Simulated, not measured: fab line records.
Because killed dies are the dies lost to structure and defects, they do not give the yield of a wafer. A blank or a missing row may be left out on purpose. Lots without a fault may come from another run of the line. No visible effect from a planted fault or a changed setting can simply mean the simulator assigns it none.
Which of the tools did it?    flow sky130    Sampling: 10 lots, 30 wafers, 5 of 708 route steps

WHAT THE GAUGES SHOWED, per wafer
SKY_VIA1_RS_MEAS_22: uses a four-point probe to measure.
lot   measured      on             VIA1_W_RS (ohm/sq)
L866  day 35 01:45  film_metro-03  0.414 0.424 0.420
L867  day 35 08:52  film_metro-02  0.418 0.423 0.426
L870  day 36 04:01  film_metro-02  0.430 0.426 0.427
L873  day 37 04:50  film_metro-03  0.426 0.428 0.435
L874  day 37 13:10  film_metro-03  0.423 0.420 0.419
L877  day 38 15:22  film_metro-03  0.420 0.422 0.419
L878  day 39 00:43  film_metro-03  0.416 0.420 0.420
L879  day 39 04:01  film_metro-04  0.217 0.216 0.216
L881  day 39 11:16  film_metro-03  0.216 0.216 0.216
L882  day 39 22:34  film_metro-03  0.429 0.425 0.418

SKY_VIA1_THK_MEAS_23: measures by xrf.
lot   measured      on             VIA1_W_THK (nm)
L866  day 35 01:52  film_metro-03  282 275 276
L867  day 35 08:58  film_metro-02  276 272 269
L870  day 36 04:08  film_metro-02  265 269 267
L873  day 37 04:56  film_metro-03  271 270 264
L874  day 37 13:17  film_metro-03  270 274 274
L877  day 38 15:29  film_metro-03  275 274 276
L878  day 39 00:49  film_metro-03  277 275 272
L879  day 39 04:08  film_metro-04  518 516 521
L881  day 39 11:23  film_metro-03  532 530 535
L882  day 39 22:41  film_metro-03  270 271 274

WHAT TOOL EACH LOT RAN ON (gives the tool, then ch and the chambers of the sampled wafers, and finally the start)
lot   SKY_METAL1_METAL_ETCH_19           SKY_VIA1_ETCH_15                    SKY_VIA1_CVD_21
L866  rie_metal-02 ch 0,1, day 33 20:25  rie_diel-04 ch 0,1,3, day 35 00:58  cvd_w-02 ch 0,1, day 35 01:40
L867  rie_metal-04 ch 0, day 34 03:20    rie_diel-01 ch 0,3, day 35 07:43    cvd_w-02 ch 0,1, day 35 08:45
L870  rie_metal-04 ch 0,1, day 35 00:04  rie_diel-04 ch 0,1,3, day 36 03:13  cvd_w-01 ch 0,1, day 36 03:55
L873  rie_metal-01 ch 0, day 36 00:17    rie_diel-01 ch 0,2,3, day 37 04:01  cvd_w-02 ch 0,1, day 37 04:43
L874  rie_metal-04 ch 0,1, day 36 09:04  rie_diel-03 ch 0,1,2, day 37 12:22  cvd_w-02 ch 0,1, day 37 13:04
L877  rie_metal-01 ch 0, day 37 11:16    rie_diel-01 ch 0,1, day 38 14:34    cvd_w-02 ch 1, day 38 15:16
L878  rie_metal-02 ch 0,1, day 37 20:13  rie_diel-03 ch 0,2,3, day 38 23:49  cvd_w-02 ch 0,1, day 39 00:36
L879  rie_metal-01 ch 0,1, day 38 00:22  rie_diel-01 ch 0,2,3, day 39 03:13  cvd_w-02 ch 0,1, day 39 03:55
L881  rie_metal-04 ch 0,1, day 38 08:07  rie_diel-01 ch 0,2,3, day 39 10:28  cvd_w-02 ch 0,1, day 39 11:10
L882  rie_metal-01 ch 0,1, day 38 19:40  rie_diel-03 ch 1,2,3, day 39 21:43  cvd_w-01 ch 0,1, day 39 22:28
- SKY_METAL1_METAL_ETCH_19: etches the open film in Cl2/BCl3, stops on SiO2, target depth 360 nm, time 78 s.
- SKY_VIA1_ETCH_15: etches SiO2 in C4F8/O2/Ar, stops on TiN, target depth 351 nm, time 54 s.
- SKY_VIA1_CVD_21: deposits W, target thk 270 nm, time 80.902 s.

AS READ BY THE TOOLS THEMSELVES (means over the sampled wafers that have a number; for cases with no such wafer, the mark the record gives instead)
SKY_METAL1_METAL_ETCH_19.
lot   tool          drypump_motor_current_A (A)  he_backside_leak_sccm (sccm)  oes_product_au (a.u.)  throttle_valve_pct (%)
L866  rie_metal-02  5.4                          3.52                          0.856                  22.270
L867  rie_metal-04  5.8                          3.43                          0.844                  22.267
L870  rie_metal-04  5.4                          3.37                          0.849                  22.264
L873  rie_metal-01  6.0                          3.01                          0.843                  22.263
L874  rie_metal-04  5.4                          4.21                          0.852                  22.258
L877  rie_metal-01  6.1                          2.94                          0.853                  22.261
L878  rie_metal-02  5.4                          3.52                          0.850                  22.263
L879  rie_metal-01  5.4                          3.19                          0.853                  22.262
L881  rie_metal-04  5.4                          3.47                          0.860                  22.259
L882  rie_metal-01  5.7                          3.22                          0.859                  22.270

SKY_VIA1_ETCH_15.
lot   tool         oes_product_au (a.u.)
L866  rie_diel-04  0.982
L867  rie_diel-01  0.985
L870  rie_diel-04  0.976
L873  rie_diel-01  0.980
L874  rie_diel-03  0.980
L877  rie_diel-01  0.976
L878  rie_diel-03  0.979
L879  rie_diel-01  0.984
L881  rie_diel-01  0.987
L882  rie_diel-03  0.972

SKY_VIA1_CVD_21.
lot   tool      heater_power_w (W)
L866  cvd_w-02  740
L867  cvd_w-02  775
L870  cvd_w-01  811
L873  cvd_w-02  773
L874  cvd_w-02  780
L877  cvd_w-02  737
L878  cvd_w-02  753
L879  cvd_w-02  750
L881  cvd_w-02  758
L882  cvd_w-01  759

THE ANSWER, worked out from the rows above alone
Rule: usual is defined by the lots themselves. Put in order of their means at a reading, lots are off if they are a third of the lots or fewer, leave a main group of 4 or more, and stand apart from it by a gap of 3 or more times the standard deviation of the main group's means; of several such gaps the widest counts. Not used: any main group whose means are identical at the precision the tables above print for the reading. A lot without any number at a reading at which 4 lots or more have one is off too. The other lots that the step has rows for count as sound. The gauges are gone through in route order, then the tools' own readings, and for those a lot's mean is taken as printed above. At the first step where some lot is off, the reading lying furthest off is the one used; lots without a number count as furthest.
Off: L879, L881, at SKY_VIA1_RS_MEAS_22 (VIA1_W_RS). For the main group the mean is 0.423 ohm/sq and the standard deviation 0.0037.
A tool fits if, at a process step before that reading, it ran every lot that is off, and no sound lot after the first of them. Gauges at SKY_VIA1_RS_MEAS_22: tried the same way as those tools. Can't be told from this: 2 tools fit, rie_diel-01 at SKY_VIA1_ETCH_15, cvd_w-02 at SKY_VIA1_CVD_21.

WHAT THE SIMULATOR HAD PUT IN
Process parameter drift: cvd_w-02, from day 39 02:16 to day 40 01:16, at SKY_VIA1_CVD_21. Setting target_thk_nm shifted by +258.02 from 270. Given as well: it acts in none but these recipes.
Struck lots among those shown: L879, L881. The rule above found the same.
